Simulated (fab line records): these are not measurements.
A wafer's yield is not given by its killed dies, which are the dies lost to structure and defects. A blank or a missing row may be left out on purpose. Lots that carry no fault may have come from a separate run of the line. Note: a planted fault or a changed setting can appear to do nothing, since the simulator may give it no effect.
Which tool was responsible? | flow sky130 | 11 lots with 33 wafers sampled at 4 steps, on a route of 708 steps

WHAT THE GAUGES SHOWED, per wafer
SKY_DNWELL_TW_MEAS_09.
lot  | measured    | on            | DNWELL_TW
L936 | day 4 11:45 | film metro-01 | 1122 1120 1118
L937 | day 4 18:24 | film metro-03 | 1095 1094 1097
L938 | day 4 18:36 | film metro-02 | 1120 1126 1112
L939 | day 4 23:34 | film metro-01 | 1128 1117 1116
L940 | day 5 04:14 | film metro-03 | 1104 1107 1104
L941 | day 5 15:49 | film metro-02 | 1124 1115 1116
L947 | day 6 20:01 | film metro-03 | 1102 1102 1096
L951 | day 7 14:52 | film metro-02 | 1132 1137 1132
L952 | day 7 21:22 | film metro-03 | 1100 1100 1101
L953 | day 8 06:22 | film metro-01 | 1126 1135 1124
L954 | day 8 11:25 | film metro-02 | 1116 1118 1116

TOOL THAT RAN EACH LOT (tool first, then ch and the chambers of the sampled wafers, then the start)
lot  | SKY_FIELD_ISO_ETCH_14             | SKY_FIELD_ISO_ETCH_15             | SKY_FIELD_ISO_STRIP_16
L936 | rie diel-01 ch 0,1, day 3 07:10   | rie diel-01 ch 0,1, day 3 07:13   | plasma asher-01 ch 0,1, day 3 07:16
L937 | rie diel-01 ch 2,3, day 3 12:43   | rie diel-01 ch 2,3, day 3 12:45   | plasma asher-03 ch 0,1, day 3 12:49
L938 | rie diel-01 ch 2,3, day 3 17:16   | rie diel-01 ch 2,3, day 3 17:18   | plasma asher-04 ch 0,1, day 3 17:22
L939 | rie diel-01 ch 0,1,3, day 3 21:34 | rie diel-01 ch 0,1,3, day 3 21:37 | plasma asher-01 ch 0,1, day 3 21:42
L940 | rie diel-01 ch 1,2,3, day 4 04:19 | rie diel-01 ch 1,2,3, day 4 04:22 | plasma asher-01 ch 0,1, day 4 04:25
L941 | rie diel-01 ch 0,2,3, day 4 13:28 | rie diel-01 ch 0,2,3, day 4 13:30 | plasma asher-03 ch 0,1, day 4 13:35
L947 | rie diel-02 ch 1,2, day 5 16:22   | rie diel-02 ch 1,2, day 5 16:24   | plasma asher-04 ch 0,1, day 5 16:28
L951 | rie diel-02 ch 0,3, day 6 12:13   | rie diel-02 ch 0,3, day 6 12:16   | plasma asher-04 ch 0, day 6 12:19
L952 | rie diel-03 ch 1,2,3, day 6 18:43 | rie diel-03 ch 1,2,3, day 6 18:46 | plasma asher-03 ch 0,1, day 6 18:51
L953 | rie diel-02 ch 0,1,3, day 7 01:49 | rie diel-02 ch 0,1,3, day 7 01:51 | plasma asher-03 ch 0,1, day 7 01:55
L954 | rie diel-02 ch 0,1, day 7 07:16   | rie diel-02 ch 0,1, day 7 07:18   | plasma asher-01 ch 0,1, day 7 07:23
- SKY_FIELD_ISO_ETCH_14: etches BARC in N2/H2, stops on SiO2, time 45.9 s, target depth 60 nm.
- SKY_FIELD_ISO_ETCH_15: etches the open film in CHF3/O2, stops on Si, target depth 180 nm, time 72 s.
- SKY_FIELD_ISO_STRIP_16: strips in O2/N2.

THE ANSWER, worked out from the rows above alone
Rule: what is usual is taken from the lots themselves. The widest of any qualifying gaps counts: lots, ordered by their means at a reading, are off when they make up no more than a third of the lots, leave a main group of 4 or more, and stand apart from it by 3 or more times the standard deviation of that group's means. A main group whose means are all the same, to the digits that the tables above print for the reading, isn't used. Also off: a lot with no number at a reading for which 4 or more lots have one. All remaining lots with rows at the step are treated as sound.
None of the lots is off at any reading shown; this tells nothing.

WHAT THE SIMULATOR PUT IN
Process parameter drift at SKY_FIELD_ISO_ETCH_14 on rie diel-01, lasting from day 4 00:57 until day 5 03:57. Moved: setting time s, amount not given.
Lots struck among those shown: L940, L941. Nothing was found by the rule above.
